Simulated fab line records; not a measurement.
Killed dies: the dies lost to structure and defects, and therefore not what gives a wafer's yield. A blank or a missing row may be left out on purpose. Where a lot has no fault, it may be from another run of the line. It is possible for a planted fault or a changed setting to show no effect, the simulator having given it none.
A struck lot beside a sound one	flow sfqLine	13 out of 325 route steps
Sound: wafers L822.1, L822.5, L822.6. Wafers struck: L836.3, L836.5, L836.6. At the end, the cause is stated.
Each step with rows lists, per side, the tool, then ch with its chambers, then its first start. Under that, the readings that differ: sound wafers	struck wafers	difference of the means	sigmas: that difference in standard deviations of wafers without a fault.
alike: readings with means less than 2 such deviations apart, plus words and numbers identical on both sides. not compared: withheld readings, readings lacking a value on some wafer, bounds such as >300 that could conceal the same value, and numbers that have no deviation in the record and whose values overlap.
The two part at a step that has a row with sigmas, a row that says differs or no value, or rows on one side only. Non-overlapping numbers with no deviation appear without sigmas and do not part them. A reading missing from all wafers of one side parts the sides only when that side holds two or more wafers.

SFQ_TRILAYER_I6_VIA_ETCH_VIA_ETCH_172: etches SiO2 in CHF3, stops on Nb, target depth 260 nm.
  sound on rieDiel-01 ch 1,2,3, day 73 12:18; struck on rieDiel-01 ch 0,1, day 86 06:28
  alike: drypumpMotorCurrentA, oesProductAu
SFQ_TRILAYER_I6_VIA_STRIP_STRIP_173: strips in O2.
  sound on rieMetal-03 ch 0,1, day 73 12:25; struck on rieMetal-04 ch 0,1, day 86 06:46
  alike: drypumpMotorCurrentA, oesProductAu
  not compared: rfHoursCounterH
then, 2 steps without rows for these wafers: SFQ_TRILAYER_I6_VIA_STRIP_SOLV_CLEAN_174 (cleans in NMP, time 600 s); SFQ_TRILAYER_M7_DEP_PRE_CLEAN_176 (time 22.5 s).
SFQ_TRILAYER_M7_DEP_SPUTTER_175: material Nb, target thk 200 nm, time 133.3 s.
  sound on pvdSputter-06 at day 73 13:13; struck on pvdSputter-03 at day 86 07:22
  alike: throttleValvePct
SFQ_M7_RS_MEAS_943: a four-point-probe measurement.
  sound on filmMetro-02 at day 73 13:19; struck on filmMetro-01 at day 86 07:30
  alike: M7_NB_RS
then, 5 steps without rows for these wafers: SFQ_TRILAYER_M7_LITHO_COAT_182 (resist thk 62 nm); SFQ_TRILAYER_M7_LITHO_COAT_177 (resist thk 600 nm); SFQ_TRILAYER_M7_LITHO_SOFTBAKE_181; SFQ_TRILAYER_M7_LITHO_EXPOSE_178 (exposes mask M7, target cd 500 nm); SFQ_TRILAYER_M7_LITHO_PEB_180 (peb time 60 s).
SFQ_TRILAYER_M7_LITHO_DEVELOP_179: time 60 s.
  sound on lithoTrack-02 ch 0, day 78 11:01; struck on lithoTrack-01, day 86 09:47
  no value came back on the struck wafers for chillPlateTempC (C), exhaustPa (Pa); on the sound wafers chillPlateTempC (C) reads 23.13 23.08 23.20
reading	sound	struck	difference	sigmas
model.KrF_of_TRILAYER_M7_LITHO_COAT_177.thkNm (nm)	578.5 579.3 579.9	597.4 598.1 596.7	+18.2	
SFQ_M7_OVL_MEAS_945:
  sound on overlay-01 at day 78 11:10; struck on overlay-02 at day 86 09:55
reading	sound	struck	difference	sigmas
M7_OVL (nm)	6 3 -1	- - -	no value on the struck wafers	

## WHERE THEY PART
Earliest at SFQ_TRILAYER_M7_LITHO_DEVELOP_179; latest, in this record, at SFQ_M7_OVL_MEAS_945.

WHY: whatever the simulator had introduced
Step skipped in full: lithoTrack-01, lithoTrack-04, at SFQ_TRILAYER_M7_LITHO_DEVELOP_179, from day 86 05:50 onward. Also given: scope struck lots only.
